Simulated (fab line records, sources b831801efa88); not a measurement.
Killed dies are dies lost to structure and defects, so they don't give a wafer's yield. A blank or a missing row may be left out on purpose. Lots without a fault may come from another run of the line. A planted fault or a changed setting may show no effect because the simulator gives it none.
Which tool did it? | flow gf180mcu | 12 lots, 36 wafers sampled, at 1 step of a route of 602

WHAT THE GAUGES READ, wafer by wafer
GF_MIM_THK_MEAS_11: measures by xrf.
lot  | measured     | on            | MIM_ALCU_THK (nm)
L429 | day 26 00:49 | film_metro-03 | 206.3 206.9 207.0
L430 | day 26 04:41 | film_metro-03 | 204.0 205.9 203.4
L432 | day 26 22:46 | film_metro-03 | 206.2 207.2 206.2
L435 | day 27 22:43 | film_metro-03 | 208.3 208.2 209.9
L436 | day 28 08:25 | film_metro-03 | 208.8 208.1 207.9
L437 | day 28 11:19 | film_metro-03 | 207.2 207.1 206.3
L438 | day 28 17:41 | film_metro-01 | 211.3 207.5 210.6
L440 | day 29 08:23 | film_metro-03 | 210.6 208.0 210.0
L441 | day 29 16:15 | film_metro-03 | 207.9 204.9 206.6
L446 | day 30 23:16 | film_metro-01 | 206.2 206.2 205.6
L447 | day 31 03:51 | film_metro-03 | 207.1 207.1 207.9
L448 | day 31 10:55 | film_metro-02 | 202.2 203.8 202.2

WHICH TOOL RAN EACH LOT (tool, then ch and the chambers of the sampled wafers, then the start)
The record holds no process step before these readings.

WHAT THE TOOLS THEMSELVES READ (means of the sampled wafers that have a number; where no wafer has one, the mark that the record gives instead)
The record holds no such reading with a usual standard deviation.

THE ANSWER, worked out from the rows above alone
Rule: what is usual is taken from the lots themselves. Put in order of their means at a reading, lots are off if they are a third of the lots or fewer, leave a main group of 4 or more, and stand apart from it by a gap of 3 or more times the standard deviation of the main group's means; of several such gaps the widest counts. A main group whose means are all the same, to the digits that the tables above print for the reading, isn't used. A lot without any number at a reading at which 4 lots or more have one is off too. The other lots that the step has rows for count as sound. The gauges are gone through in route order, then the tools' own readings, and for those a lot's mean is taken as printed above. The first step at which some lot is off is used, and at that step the reading that is off furthest; a lot without a number counts as furthest.
No lot is off at any reading shown: from this, nothing can be told.

WHAT THE SIMULATOR HAD PUT IN
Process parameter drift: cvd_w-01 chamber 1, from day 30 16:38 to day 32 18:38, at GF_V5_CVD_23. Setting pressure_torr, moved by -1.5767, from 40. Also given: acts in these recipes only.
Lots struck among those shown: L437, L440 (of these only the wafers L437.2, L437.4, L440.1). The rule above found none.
